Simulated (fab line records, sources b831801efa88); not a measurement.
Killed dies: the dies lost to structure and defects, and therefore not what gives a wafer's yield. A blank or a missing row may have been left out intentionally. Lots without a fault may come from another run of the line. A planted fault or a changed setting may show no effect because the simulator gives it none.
Which tool is to blame? + flow sfqLine + at 1 step of a route of 325, 15 lots with 45 wafers sampled

== WHAT THE GAUGES READ, wafer by wafer ==
The record holds no reading of a measuring or inspecting step that can be judged against a usual standard deviation.

== WHICH TOOL RAN EACH LOT (tool, then ch and the chambers of the sampled wafers, then the start) ==
| lot  | SFQ_TRILAYER_M8_LITHO_EXPOSE_194 |
|------|----------------------------------|
| L845 | krfScanner-01 ch 0, day 69 04:09 |
| L846 | krfScanner-01 ch 0, day 69 10:21 |
| L847 | krfScanner-01 ch 0, day 69 15:45 |
| L848 | krfScanner-01 ch 0, day 72 15:37 |
| L849 | krfScanner-01 ch 0, day 72 16:49 |
| L853 | krfScanner-01 ch 0, day 73 01:13 |
| L854 | krfScanner-01 ch 0, day 73 03:37 |
| L855 | krfScanner-01 ch 0, day 73 04:49 |
| L856 | krfScanner-01 ch 0, day 73 06:01 |
| L859 | krfScanner-01, day 73 11:01      |
| L860 | krfScanner-01, day 73 16:36      |
| L861 | krfScanner-01, day 73 18:00      |
| L862 | krfScanner-01 ch 0, day 73 21:24 |
| L864 | krfScanner-01 ch 0, day 74 08:24 |
| L868 | krfScanner-02 ch 0, day 76 06:50 |
- SFQ_TRILAYER_M8_LITHO_EXPOSE_194: exposes mask M8, target cd 2000 nm.

== WHAT THE TOOLS THEMSELVES READ (means of the sampled wafers that have a number; where no wafer has one, the mark that the record gives instead) ==
SFQ_TRILAYER_M8_LITHO_EXPOSE_194. Usual: exposureDoseMJCm2 14.402, standard deviation 0.016; focusOffsetNm 0.0 nm, standard deviation 0.47.
| lot  | tool          | exposureDoseMJCm2 | focusOffsetNm (nm) | flag |
|------|---------------|-------------------|--------------------|------|
| L845 | krfScanner-01 | 14.412            | 0.3                |      |
| L846 | krfScanner-01 | 14.415            | 0.3                |      |
| L847 | krfScanner-01 | 14.393            | 0.1                |      |
| L848 | krfScanner-01 | 14.407            | 0.5                |      |
| L849 | krfScanner-01 | 14.405            | 0.1                |      |
| L853 | krfScanner-01 | 14.390            | -0.2               |      |
| L854 | krfScanner-01 | 14.405            | 0.1                |      |
| L855 | krfScanner-01 | 14.382            | 0.2                |      |
| L856 | krfScanner-01 | 14.401            | -0.0               |      |
| L859 | krfScanner-01 | -                 | -                  | OFF  |
| L860 | krfScanner-01 | -                 | -                  | OFF  |
| L861 | krfScanner-01 | -                 | -                  | OFF  |
| L862 | krfScanner-01 | 14.414            | 0.0                |      |
| L864 | krfScanner-01 | 14.416            | -0.1               |      |
| L868 | krfScanner-02 | 14.384            | 0.2                |      |

== THE ANSWER, worked out from the rows above alone ==
Rule: lot off if the mean of its wafers having a number is beyond 3 standard deviations from the usual mean. Also off: a lot with no number at a reading for which 4 or more lots have one. All remaining lots with rows at the step are treated as sound. After the gauges, taken in route order, come the tools' own readings; for these a lot's mean is taken, as printed above. The first step at which some lot is off is used, and at that step the reading that is off furthest; a lot without a number counts as furthest.
Off at SFQ_TRILAYER_M8_LITHO_EXPOSE_194 (exposureDoseMJCm2): L859, L860, L861. Without a number there: L859, L860, L861.
A tool fits if, at that step or a process step before it, it ran every lot that is off, and no sound lot after the first of them. None of those tried fits.

== WHAT HAD BEEN PUT IN BY THE SIMULATOR ==
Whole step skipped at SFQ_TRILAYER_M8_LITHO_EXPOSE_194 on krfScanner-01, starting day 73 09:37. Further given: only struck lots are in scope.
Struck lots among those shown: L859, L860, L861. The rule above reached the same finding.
